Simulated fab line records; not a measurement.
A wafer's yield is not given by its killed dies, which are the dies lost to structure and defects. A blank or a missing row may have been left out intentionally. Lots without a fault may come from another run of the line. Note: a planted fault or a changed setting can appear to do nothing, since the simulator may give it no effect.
Problem report in the 8D (eight disciplines) form, filled by code    flow sky130    the parts of the form that need people (team, actions taken, sign-off) are left out

1. THE ISSUE
runLengthS at SKY_METAL5_METAL_ETCH_15 reads a mean of 264.7 s on 2 wafers of 2 lots; wafers without a fault read 280.5 s with a standard deviation of 0.55. That is -29 standard deviations from the usual mean.
The step: etches the open film in Cl2/BCl3, stops on SiO2, target depth 1260 nm, time 252 s.
First seen on wafer L450.4, day 46 18:14, on rieMetal-02. The record has a number at this step for 30 wafers belonging to 11 lots. Rule for "out" (also "out of limits"): further than 4 standard deviations from the usual mean. The rest of the wafers with a number are treated as sound.

2. WHAT IT IS, AND WHAT IT ISN'T
question                     is                        is not
which readings at this step  runLengthS, oesProductAu  bcl3FlowSccm, drypumpMotorCurrentA, throttleValvePct
which lots                   L450, L452                L440, L441, L442, L443, L445, L446, L447, L459, L462
which wafers of those lots   L450.4, L452.4            L452.2
read on which tools          rieMetal-02               rieMetal-01, rieMetal-03
when                         from day 46 18:14         up to then (21 sound wafers); but 7 sound wafers of L452, L459, L462 came after

3. WHAT RULES OUT EACH SUSPECT
Counting: any tool at a process step up to the reading remains a suspect provided it ran every lot that is out. Sound lots after the first of them don't rule it out here, since some wafers of a struck lot are sound.
- rieMetal-02 at SKY_METAL5_METAL_ETCH_15 (etches the open film in Cl2/BCl3, stops on SiO2, target depth 1260 nm, time 252 s): kept. It ran every lot that is out, first L450 (day 46 18:14); its last sound lot up to then is L446 (day 45 10:09). Its own oesProductAu, runLengthS readings are out on those wafers.
Remaining after the count: rieMetal-02 at SKY_METAL5_METAL_ETCH_15.

4. THE CAUSE (what the simulator had put in)
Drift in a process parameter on rieMetal-02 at SKY_METAL5_METAL_ETCH_15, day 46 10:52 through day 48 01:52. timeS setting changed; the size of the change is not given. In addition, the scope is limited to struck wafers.
The count eliminated every tool but this one.

5. THE EFFECT CHAIN, in route order
Each row: a reading whose mean over the struck wafers that have a number lies more than 3 standard deviations from the usual. Only readings for which the record gives a usual standard deviation are gone through. hours: the time from each lot's start at the first step in this table that gives one to its start at this step, as a median over the lots. sigmas: the change in usual standard deviations.
hours  step                      reading               usual       on struck wafers  change  sigmas
0      SKY_METAL5_METAL_ETCH_15  oesProductAu          0.893 a.u.  0.964             +0.071  +16
0      SKY_METAL5_METAL_ETCH_15  runLengthS            280.5 s     264.7             -15.8   -29
0      SKY_METAL5_STRIP_16       stripTimeToEndpointS  13.10 s     13.68             +0.58   +6.2
Here are the process steps it includes:
- SKY_METAL5_METAL_ETCH_15: etches the open film in Cl2/BCl3, stops on SiO2, target depth 1260 nm, time 252 s.
- SKY_METAL5_STRIP_16: strips in O2/N2.

6. WHAT WOULD HAVE CAUGHT IT SOONER
In this record the first reading out of limits was taken at day 46 18:14, 7 hours after the fault began at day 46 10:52.
